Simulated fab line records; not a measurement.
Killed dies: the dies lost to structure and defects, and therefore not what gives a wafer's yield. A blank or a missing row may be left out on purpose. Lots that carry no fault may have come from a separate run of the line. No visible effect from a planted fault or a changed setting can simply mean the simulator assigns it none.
What tool caused it? / flow gf180mcu / 7 lots with 21 wafers sampled at 4 steps, on a route of 602 steps

WHAT THE GAUGES SHOWED, per wafer
GF_V2_THK_MEAS_03.
lot=L795; measured=day 20 01:29; on=film-metro-04; V2_CVD_02_THK (nm)=848 859 859
lot=L799; measured=day 21 20:43; on=film-metro-02; V2_CVD_02_THK (nm)=859 871 878
lot=L803; measured=day 23 01:59; on=film-metro-04; V2_CVD_02_THK (nm)=519 532 515
lot=L807; measured=day 24 14:12; on=film-metro-02; V2_CVD_02_THK (nm)=849 852 878
lot=L810; measured=day 25 09:54; on=film-metro-04; V2_CVD_02_THK (nm)=846 835 863
lot=L813; measured=day 26 14:22; on=film-metro-01; V2_CVD_02_THK (nm)=855 868 863
lot=L815; measured=day 26 22:54; on=film-metro-01; V2_CVD_02_THK (nm)=852 847 850

WHAT TOOL EACH LOT RAN ON (gives the tool, then ch and the chambers of the sampled wafers, and finally the start)
lot=L795; GF_V1_STRIP_18=plasma-asher-01 ch 0,1, day 18 22:33; GF_M2_SPUTTER_00=pvd-sputter-04, day 18 23:47; GF_V2_CVD_02=pecvd-01 ch 0,2, day 20 01:25
lot=L799; GF_V1_STRIP_18=plasma-asher-02 ch 0,1, day 20 18:36; GF_M2_SPUTTER_00=pvd-sputter-04, day 20 19:52; GF_V2_CVD_02=pecvd-03 ch 0,1,2, day 21 20:38
lot=L803; GF_V1_STRIP_18=plasma-asher-03 ch 0,1, day 21 23:58; GF_M2_SPUTTER_00=pvd-sputter-02, day 22 01:10; GF_V2_CVD_02=pecvd-03 ch 0,2, day 23 01:53
lot=L807; GF_V1_STRIP_18=plasma-asher-01 ch 0,1, day 23 14:22; GF_M2_SPUTTER_00=pvd-sputter-04, day 23 15:35; GF_V2_CVD_02=pecvd-01 ch 0,2, day 24 14:08
lot=L810; GF_V1_STRIP_18=plasma-asher-03 ch 0,1, day 24 09:20; GF_M2_SPUTTER_00=pvd-sputter-02, day 24 10:34; GF_V2_CVD_02=pecvd-01 ch 0,1,2, day 25 09:50
lot=L813; GF_V1_STRIP_18=plasma-asher-01 ch 0,1, day 25 14:30; GF_M2_SPUTTER_00=pvd-sputter-04, day 25 15:45; GF_V2_CVD_02=pecvd-03 ch 0,1, day 26 14:17
lot=L815; GF_V1_STRIP_18=plasma-asher-01 ch 0,1, day 26 00:42; GF_M2_SPUTTER_00=pvd-sputter-03, day 26 01:58; GF_V2_CVD_02=pecvd-01 ch 0,1,2, day 26 22:50
- GF_V1_STRIP_18: strips in O2/N2.
- GF_M2_SPUTTER_00: material Ti, target thk 37.5 nm, time 150 s.
- GF_V2_CVD_02: deposits SiO2 from TEOS, target thk 850 nm, time 94.851 s.

THE ANSWER, worked out from the rows above alone
Rule: what is usual is taken from the lots themselves. Put in order of their means at a reading, lots are off if they are a third of the lots or fewer, leave a main group of 4 or more, and stand apart from it by a gap of 3 or more times the standard deviation of the main group's means; of several such gaps the widest counts. Not used: any main group whose means are identical at the precision the tables above print for the reading. A lot without any number at a reading at which 4 lots or more have one is off too. All remaining lots with rows at the step are treated as sound.
Off: at GF_V2_THK_MEAS_03 (V2_CVD_02_THK), L803. Main group: mean 857 nm, sd 7.3.
A tool fits if, at a process step before that reading, it ran every lot that is off, and no sound lot after the first of them. Those tools and the gauges at GF_V2_THK_MEAS_03 are tried in the same way. None of those tried fits.

WHAT THE SIMULATOR PUT IN
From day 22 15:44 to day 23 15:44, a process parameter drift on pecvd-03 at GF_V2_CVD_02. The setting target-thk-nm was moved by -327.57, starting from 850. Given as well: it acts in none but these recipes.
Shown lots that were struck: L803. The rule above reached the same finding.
